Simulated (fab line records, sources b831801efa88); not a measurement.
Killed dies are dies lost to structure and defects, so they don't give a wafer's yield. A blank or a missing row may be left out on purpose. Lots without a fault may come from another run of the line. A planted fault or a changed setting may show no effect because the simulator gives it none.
Which tool did it? | flow sky130 | 12 lots, 36 wafers sampled, at 6 steps of a route of 708

WHAT THE GAUGES READ, wafer by wafer
SKY_NWELL_THK_MEAS_02. Usual: NWELL_OXIDATION_THK 10.07 nm, standard deviation 0.14.
lot  | measured    | on            | NWELL_OXIDATION_THK (nm)            | flag
L170 | day 2 16:53 | film_metro-01 | 10.10 10.10 10.06                   |
L171 | day 2 22:13 | film_metro-04 | 9.90 9.97 10.10                     |
L175 | day 3 20:43 | film_metro-03 | 10.03 10.07 9.97                    |
L176 | day 4 01:07 | film_metro-04 | 10.15 10.11 10.29                   |
L177 | day 4 04:55 | film_metro-01 | 10.07 10.22 10.20                   |
L178 | day 4 09:48 | film_metro-01 | 9.88 9.99 9.84                      |
L179 | day 4 16:24 | film_metro-03 | 9.98 9.94 10.16                     |
L180 | day 4 23:07 | film_metro-04 | 16.52 16.54 16.45 16.51 16.53 16.42 | OFF
L181 | day 5 04:44 | film_metro-04 | 9.93 9.87 9.73                      |
L182 | day 5 10:07 | film_metro-03 | 9.70 9.78 9.89                      |
L189 | day 7 00:52 | film_metro-03 | 16.23 16.64 16.24 16.19 16.60 16.12 | OFF
L190 | day 7 03:08 | film_metro-04 | 9.88 9.99 10.03                     |

SKY_NWELL_TW_MEAS_15. Usual: NWELL_TW 1812, standard deviation 7.3.
lot  | measured    | on            | NWELL_TW                      | flag
L170 | day 4 18:16 | film_metro-03 | 1805 1805 1803                |
L171 | day 5 03:08 | film_metro-04 | 1808 1809 1802                |
L175 | day 6 00:58 | film_metro-03 | 1811 1807 1806                |
L176 | day 6 04:49 | film_metro-01 | 1822 1828 1817                |
L177 | day 6 10:23 | film_metro-01 | 1810 1811 1817                |
L178 | day 6 15:38 | film_metro-03 | 1805 1811 1809                |
L179 | day 7 00:19 | film_metro-01 | 1816 1811 1824                |
L181 | day 7 13:39 | film_metro-04 | 1814 1808 1813                |
L182 | day 7 20:01 | film_metro-03 | 1799 1801 1795                |
L189 | day 9 12:48 | film_metro-01 | 1814 1815 1811 1823 1817 1813 |
L190 | day 9 18:58 | film_metro-03 | 1829 1822 1827                |

SKY_VT_ADJUST_HVTP_CD_MEAS_07: target cd 380 nm. Usual: cd_nm 378.7 nm, standard deviation 2.5.
lot  | measured     | on        | cd_nm (nm)        | flag
L170 | day 6 05:57  | cd_sem-02 | 380.6 382.1 380.1 |
L171 | day 6 16:02  | cd_sem-01 | 376.5 377.6 378.6 |
L175 | day 7 16:13  | cd_sem-01 | 379.5 379.9 377.5 |
L176 | day 7 20:59  | cd_sem-01 | 379.7 382.0 379.1 |
L177 | day 8 01:59  | cd_sem-01 | 375.5 374.0 375.1 |
L178 | day 8 08:06  | cd_sem-02 | 376.4 378.9 380.8 |
L179 | day 8 17:46  | cd_sem-02 | 375.2 374.3 375.7 |
L181 | day 9 08:12  | cd_sem-02 | 380.4 380.9 380.8 |
L182 | day 9 13:49  | cd_sem-02 | 382.6 381.4 382.2 |
L190 | day 11 16:54 | cd_sem-02 | 381.7 377.2 379.8 |

WHICH TOOL RAN EACH LOT (tool, then ch and the chambers of the sampled wafers, then the start)
lot  | SKY_FIELD_ISO_ETCH_14             | SKY_NWELL_OXIDATION_01                                        | SKY_DNWELL_STRIP_08
L170 | rie_diel-04 ch 0,3, day 2 09:58   | furnace-01 ch 0, day 2 15:29                                  | plasma_asher-02 ch 0,1, day 3 09:20
L171 | rie_diel-04 ch 0,1, day 2 15:25   | furnace-02 ch 0, day 2 20:48                                  | plasma_asher-01 ch 0,1, day 3 13:09
L175 | rie_diel-03 ch 1,2, day 3 11:53   | furnace-02 ch 0, day 3 19:18                                  | plasma_asher-02 ch 0,1, day 4 14:01
L176 | rie_diel-03 ch 2,3, day 3 16:41   | furnace-02 ch 0, day 3 23:43                                  | plasma_asher-03 ch 0,1, day 4 17:01
L177 | rie_diel-03 ch 0,2,3, day 3 22:26 | furnace-01 ch 0, day 4 03:32                                  | plasma_asher-01 ch 0,1, day 4 21:58
L178 | rie_diel-02 ch 0,2, day 4 03:14   | furnace-01 ch 0, day 4 08:25                                  | plasma_asher-02 ch 0,1, day 5 02:34
L179 | rie_diel-03 ch 2,3, day 4 08:00   | furnace-02 ch 0, day 4 15:00                                  | plasma_asher-01 ch 0,1, day 5 10:08
L180 | rie_diel-03 ch 0,1,2, day 4 15:00 | furnace-01 ch 0, day 4 20:01 and furnace-02 ch 0, day 4 21:44 | -
L181 | rie_diel-04 ch 1,2,3, day 4 19:12 | furnace-02 ch 0, day 5 03:20                                  | plasma_asher-03 ch 0,1, day 5 21:43
L182 | rie_diel-03 ch 0,2,3, day 5 00:21 | furnace-01 ch 0, day 5 08:42                                  | plasma_asher-03 ch 0,1, day 6 04:03
L189 | rie_diel-03 ch 1,2, day 6 14:28   | furnace-01 ch 0, day 6 21:17 and furnace-02 ch 0, day 6 23:24 | plasma_asher-02 ch 0,1, day 7 18:19
L190 | rie_diel-04 ch 0,2,3, day 6 19:03 | furnace-01 ch 0, day 7 01:43                                  | plasma_asher-01 ch 0,1, day 7 23:00
- SKY_FIELD_ISO_ETCH_14: etches BARC in N2/H2, stops on SiO2, time 45.9 s, target depth 60 nm.
- SKY_NWELL_OXIDATION_01: stabilise 600 s, purge 300 s, target thk 10 nm.
- SKY_DNWELL_STRIP_08: strips in O2/N2.

WHAT THE TOOLS THEMSELVES READ (means of the sampled wafers that have a number; where no wafer has one, the mark that the record gives instead)
SKY_FIELD_ISO_ETCH_14. Usual: drypump_motor_current_A 5.7 A, standard deviation 0.64; oes_product_au 0.854 a.u., standard deviation 0.0046; throttle_valve_pct 13.224 %, standard deviation 0.009.
lot  | tool        | drypump_motor_current_A (A) | oes_product_au (a.u.) | throttle_valve_pct (%) | flag
L170 | rie_diel-04 | 6.3                         | 0.853                 | 13.233                 |
L171 | rie_diel-04 | 6.1                         | 0.851                 | 13.221                 |
L175 | rie_diel-03 | 5.9                         | 0.853                 | 13.219                 |
L176 | rie_diel-03 | 6.1                         | 0.852                 | 13.217                 |
L177 | rie_diel-03 | 5.5                         | 0.861                 | 13.223                 |
L178 | rie_diel-02 | 5.9                         | 0.852                 | 13.219                 |
L179 | rie_diel-03 | 5.5                         | 0.848                 | 13.221                 |
L180 | rie_diel-03 | 5.7                         | 0.852                 | 13.234                 |
L181 | rie_diel-04 | 5.8                         | 0.852                 | 13.217                 |
L182 | rie_diel-03 | 5.5                         | 0.854                 | 13.225                 |
L189 | rie_diel-03 | 6.3                         | 0.850                 | 13.218                 |
L190 | rie_diel-04 | 6.0                         | 0.855                 | 13.232                 |

SKY_DNWELL_STRIP_08. Usual: drypump_motor_current_A 5.73 A, standard deviation 0.23; oes_product_au 0.722 a.u., standard deviation 0.0044; strip_time_to_endpoint_s 36.95 s, standard deviation 0.094.
lot  | tool            | drypump_motor_current_A (A) | oes_product_au (a.u.) | strip_time_to_endpoint_s (s) | flag
L170 | plasma_asher-02 | 5.51                        | 0.720                 | 36.91                        |
L171 | plasma_asher-01 | 5.69                        | 0.723                 | 36.92                        |
L175 | plasma_asher-02 | 5.52                        | 0.727                 | 36.94                        |
L176 | plasma_asher-03 | 5.90                        | 0.720                 | 37.01                        |
L177 | plasma_asher-01 | 5.71                        | 0.723                 | 36.96                        |
L178 | plasma_asher-02 | 5.47                        | 0.723                 | 36.92                        |
L179 | plasma_asher-01 | 5.71                        | 0.723                 | 36.91                        |
L181 | plasma_asher-03 | 5.93                        | 0.724                 | 36.93                        |
L182 | plasma_asher-03 | 5.94                        | 0.723                 | 36.97                        |
L189 | plasma_asher-02 | 5.52                        | 0.723                 | 36.77                        |
L190 | plasma_asher-01 | 5.85                        | 0.721                 | 37.09                        |

THE ANSWER, worked out from the rows above alone
Rule: a lot is off if the mean of its wafers that have a number lies more than 3 standard deviations from the usual mean. A lot without any number at a reading at which 4 lots or more have one is off too. The other lots that the step has rows for count as sound. The gauges are gone through in route order, then the tools' own readings, and for those a lot's mean is taken as printed above. The first step at which some lot is off is used, and at that step the reading that is off furthest; a lot without a number counts as furthest.
Off: L180, L189, at SKY_NWELL_THK_MEAS_02 (NWELL_OXIDATION_THK).
A tool fits if, at a process step before that reading, it ran every lot that is off, and no sound lot after the first of them. The gauges at SKY_NWELL_THK_MEAS_02 are tried like those tools. None of those tried fits.

WHAT THE SIMULATOR HAD PUT IN
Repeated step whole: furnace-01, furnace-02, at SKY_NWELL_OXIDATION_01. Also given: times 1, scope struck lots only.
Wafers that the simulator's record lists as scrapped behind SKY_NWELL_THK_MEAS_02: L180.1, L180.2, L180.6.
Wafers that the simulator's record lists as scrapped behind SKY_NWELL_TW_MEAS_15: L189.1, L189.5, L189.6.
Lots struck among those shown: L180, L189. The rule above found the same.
